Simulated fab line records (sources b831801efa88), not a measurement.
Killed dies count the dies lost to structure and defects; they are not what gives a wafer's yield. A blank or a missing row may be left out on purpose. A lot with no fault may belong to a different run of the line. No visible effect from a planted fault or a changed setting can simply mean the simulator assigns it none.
Chamber matching + flow sky130 + SKY_VIA4_CMP_21 on cmp-02: 4 sister chambers
The step polishes, stops on SiO2, t overpolish 25 s, target thk 0 nm. 22 wafers are shown with their chamber, then 11 later ones without.

== WAFERS, EACH WITH ITS CHAMBER ==
| wafer  | chamber | motor-current-A (A) | slurry-flow-ml-min | time-to-endpoint-s (s) |
|--------|---------|---------------------|--------------------|------------------------|
| L074.3 | 3       | 12.7                | 150.3              | 120                    |
| L074.4 | 1       | 9.7                 | 150.2              | 120                    |
| L074.6 | 0       | 11.1                | 149.1              | 120                    |
| L076.1 | 2       | 12.4                | 150.5              | 124                    |
| L076.2 | 1       | 10.0                | 150.3              | 125                    |
| L076.6 | 2       | 12.5                | 150.2              | 124                    |
| L078.2 | 2       | 11.9                | 150.1              | 127                    |
| L078.4 | 3       | 12.3                | 149.4              | 124                    |
| L078.5 | 3       | 11.8                | 150.3              | 124                    |
| L081.1 | 2       | 11.5                | 150.0              | 123                    |
| L081.3 | 3       | 11.7                | 149.3              | 122                    |
| L081.6 | 1       | 9.4                 | 150.1              | 126                    |
| L083.1 | 0       | 11.2                | 150.3              | 123                    |
| L083.5 | 1       | 9.7                 | 150.6              | 133                    |
| L083.6 | 0       | 11.6                | 150.2              | 126                    |
| L085.1 | 2       | 11.6                | 150.6              | 127                    |
| L085.3 | 0       | 11.8                | 150.3              | 119                    |
| L085.4 | 3       | 11.9                | 150.5              | 127                    |
| L090.2 | 2       | 12.2                | 150.9              | 119                    |
| L090.3 | 3       | 12.1                | 150.0              | 119                    |
| L090.5 | 3       | 12.7                | 149.5              | 119                    |
| L091.2 | 0       | 11.0                | 149.7              | 115                    |

SIGNATURES (means of the wafers above)
| reading            | chamber 0 | chamber 1 | chamber 2 | chamber 3 | scatter within a chamber |
|--------------------|-----------|-----------|-----------|-----------|--------------------------|
| motor-current-A    | 11.340    | 9.700     | 12.017    | 12.171    | 0.375                    |
| slurry-flow-ml-min | 149.920   | 150.300   | 150.383   | 149.900   | 0.427                    |
| time-to-endpoint-s | 120.60    | 126.00    | 124.00    | 122.14    | 3.76                     |
Rule: for a wafer and a chamber, the distance is found by dividing, reading by reading, the gap between the wafer's reading and the chamber's mean by the reading's scatter, squaring, summing and taking the root. The wafer belongs to the nearest chamber; if the next one is less than 2 further off, it can't be placed. The scatter is the square root of a quotient: the sum, over the shown wafers, of each reading's squared deviation from its chamber's mean, divided by wafers minus chambers.

== WAFERS WITHOUT THEIR CHAMBER ==
| wafer  | motor-current-A (A) | slurry-flow-ml-min | time-to-endpoint-s (s) |
|--------|---------------------|--------------------|------------------------|
| L091.3 | 12.4                | 150.0              | 120                    |
| L091.5 | 12.4                | 149.9              | 120                    |
| L092.3 | 11.8                | 150.3              | 110                    |
| L092.5 | 11.7                | 150.2              | 112                    |
| L092.6 | 11.9                | 150.1              | 116                    |
| L093.1 | 12.2                | 149.7              | 118                    |
| L093.3 | 12.2                | 149.8              | 115                    |
| L093.6 | 10.6                | 150.6              | 118                    |
| L097.2 | 9.7                 | 149.5              | 118                    |
| L097.4 | 12.2                | 150.8              | 118                    |
| L097.6 | 11.9                | 149.5              | 118                    |

== THE CHAMBER EACH PASSED THROUGH ==
| wafer  | from the rows above          | in truth |
|--------|------------------------------|----------|
| L091.3 | can't be placed: 3 or 2 or 0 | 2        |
| L091.5 | can't be placed: 3 or 2 or 0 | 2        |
| L092.3 | can't be placed: 0 or 3 or 2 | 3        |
| L092.5 | can't be placed: 0 or 3 or 2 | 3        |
| L092.6 | can't be placed: 3 or 0 or 2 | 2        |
| L093.1 | can't be placed: 3 or 2 or 0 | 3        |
| L093.3 | can't be placed: 3 or 0 or 2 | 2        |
| L093.6 | can't be placed: 0 or 1 or 2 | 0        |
| L097.2 | can't be placed: 1 or 0      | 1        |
| L097.4 | can't be placed: 2 or 3 or 0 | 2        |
| L097.6 | can't be placed: 3 or 0 or 2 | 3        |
Placed correctly: 0 of 11. Cannot be placed on the basis of these rows: 11; the candidates contain the true chamber in 11. 0 placed wrongly.
